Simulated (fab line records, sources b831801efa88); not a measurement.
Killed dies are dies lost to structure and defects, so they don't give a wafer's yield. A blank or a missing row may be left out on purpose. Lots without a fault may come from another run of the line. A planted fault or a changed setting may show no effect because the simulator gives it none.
Chamber matching | flow sfq_line | SFQ_TRILAYER_I0_CMP_CMP_028 on cmp-02: 4 sister chambers
The step polishes SiO2. 7 wafers are shown with their chamber, then 7 later ones without.

WAFERS WITH THEIR CHAMBER
wafer  | chamber | motor_current_A (A) | time_to_endpoint_s (s)
L903.6 | 0       | 9.1                 | 219
L907.5 | 2       | 11.1                | 214
L908.3 | 1       | 10.8                | 212
L908.4 | 2       | 11.1                | 211
L908.5 | 3       | 10.7                | 225
L911.2 | 3       | 11.0                | 216
L911.3 | 1       | 11.0                | 215

WAFERS WITHOUT THEIR CHAMBER
wafer  | motor_current_A (A) | time_to_endpoint_s (s)
L911.5 | 11.3                | 218
L922.3 | 11.6                | 207
L922.4 | 10.5                | 228
L922.6 | 11.2                | 217
L924.3 | 10.5                | 209
L924.2 | 9.1                 | 207
L924.5 | 10.5                | 216

WHICH CHAMBER EACH WENT THROUGH
wafer  | from the rows above          | in truth
L911.5 | can't be placed: 2 or 1 or 3 | 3
L922.3 | can't be placed: 2 or 1      | 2
L922.4 | can't be placed: 3 or 1      | 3
L922.6 | can't be placed: 2 or 1 or 3 | 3
L924.3 | can't be placed: 1 or 3 or 2 | 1
L924.2 | 0                            | 0
L924.5 | can't be placed: 3 or 1 or 2 | 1
Placed correctly: 1 of 7. Can't be placed from these rows: 6 (the true chamber is among the candidates in 6). Placed wrongly: 0.
How it was worked out, from the rows above alone: a wafer's distance from a chamber is the root of the sum, over the readings, of the square of ((its reading less the chamber's mean) divided by the reading's scatter). The wafer belongs to the nearest chamber; if the next one is less than 2 further off, it can't be placed. A chamber's mean is the mean of its shown wafers. The scatter: the root of (the sum of the squares of (reading less its chamber's mean) over the shown wafers, divided by (wafers less chambers)).
